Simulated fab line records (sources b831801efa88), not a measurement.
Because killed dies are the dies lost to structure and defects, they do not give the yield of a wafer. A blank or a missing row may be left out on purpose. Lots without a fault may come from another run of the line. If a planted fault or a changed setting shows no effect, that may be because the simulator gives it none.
A struck lot beside a sound one	flow sky130	15 out of 708 route steps
Sound: these wafers, L888.2, L888.4, L888.5. Wafers struck: L902.1, L902.3, L902.4. The cause is given at the end.
Each step with rows lists, per side, the tool, then ch with its chambers, then its first start. Under that, the readings that differ: sound wafers	struck wafers	difference of the means	sigmas: that difference in standard deviations of wafers without a fault.
alike: readings whose means differ by less than 2 such deviations, and words and numbers that are the same on both sides. not compared: withheld readings, readings that some wafer has no value for, bounds like >300 that may hide the same value, and numbers for which the record gives no deviation and whose values overlap.
A row with sigmas, a row that says differs or no value, or rows on one side alone: a step with any of these is where the two part. Numbers that don't overlap but have no deviation are shown without sigmas and don't part them. A reading missing from all wafers of one side parts the sides only when that side holds two or more wafers.

first, 6 steps without rows for these wafers: SKY_METAL4_COAT_07 (resist thk 60 nm); SKY_METAL4_COAT_08 (resist thk 1140 nm); SKY_METAL4_SOFTBAKE_09 (time 90 s); SKY_METAL4_EXPOSE_10 (exposes mask MM4, target cd 300 nm); SKY_METAL4_PEB_11; SKY_METAL4_DEVELOP_12 (develop time 60 s).
SKY_METAL4_CD_MEAS_13: target cd 300 nm.
  struck on cd sem-02, day 46 17:31; sound on cd sem-02, day 42 09:31
  alike: cd nm
SKY_METAL4_OVL_MEAS_14:
  struck on overlay-02, day 46 17:38; sound on overlay-02, day 42 09:37
  alike: METAL4_OVL
SKY_METAL4_DESCUM_15: chemistry O2, time 8 s.
  sound on rie metal-01 ch 0,1, day 42 09:38; struck on rie metal-01 ch 0,1, day 46 17:40
  alike: chamber pressure mTorr, drypump motor current A, oes product au, rf fwd power W
  not compared: rf hours counter h
SKY_METAL4_ETCH_16: etches BARC in N2/H2, stops on SiO2, time 88.2 s, target depth 60 nm.
  sound on rie metal-01 ch 0,1, day 42 09:40; struck on rie metal-01 ch 0,1, day 46 17:43
  alike: bias w, chamber pressure mTorr, drypump motor current A, oes product au, rf fwd power W, throttle valve pct
  not compared: rf hours counter h
SKY_METAL4_ETCH_17: etches SiO2 in C4F8/O2/Ar, stops on TiN, time 3.9 s, target depth 15 nm.
  sound on rie diel-02 ch 0,1,2, day 42 09:46; struck on rie diel-02 ch 0,2, day 46 17:48
  alike: bias w, chamber pressure mTorr, oes product au, rf fwd power W
  not compared: rf hours counter h
SKY_METAL4_METAL_ETCH_18: etches the open film in Cl2/BCl3, stops on SiO2, target depth 845 nm, time 183.1 s.
  sound on rie metal-01 ch 1, day 42 09:47; struck on rie metal-02 ch 0,1, day 46 17:49
  alike: bcl3 flow sccm, bias w, chamber pressure mTorr, drypump motor current A, oes product au, rf fwd power W, throttle valve pct
  not compared: rf hours counter h
SKY_METAL4_STRIP_19: strips in O2/N2.
  sound on plasma asher-04 ch 0,1, day 42 09:58; struck on plasma asher-04 ch 0,1, day 46 18:00
reading	sound	struck	difference	sigmas
overash fraction	0.5 0.5 0.5	0.7 0.7 0.7	+0.2	
  alike: chamber pressure mTorr, drypump motor current A, o2 flow sccm, oes product au, strip time to endpoint s
  not compared: rf hours counter h
then, 1 step without rows for these wafers: SKY_METAL4_STRIP_20 (strips in post etch residue remover, time 1200 s).
-- the record jumps here: 3 days lie between the struck wafers' starts before and after (it left off in module METAL4 and takes up again in module PAD_OPEN, whose first step shown is number 708 of the route) --
SKY_PAD_OPEN_PROBE_99:
  struck on prober-01, day 49 23:34; sound on prober-02, day 46 06:48
  alike: defect limited yield, killed_at_M0_to_M3, killed_at_M4_up, killed at contacts, killed at front end, killed at other, killed dies, killed open, killed short, sort_bin_3_pad_short, sort_bin_5_function, sort_bin_6_memory, sort n pass, sort yield pct

WHERE THEY PART
Nowhere in this record.

WHY: what the simulator had put in
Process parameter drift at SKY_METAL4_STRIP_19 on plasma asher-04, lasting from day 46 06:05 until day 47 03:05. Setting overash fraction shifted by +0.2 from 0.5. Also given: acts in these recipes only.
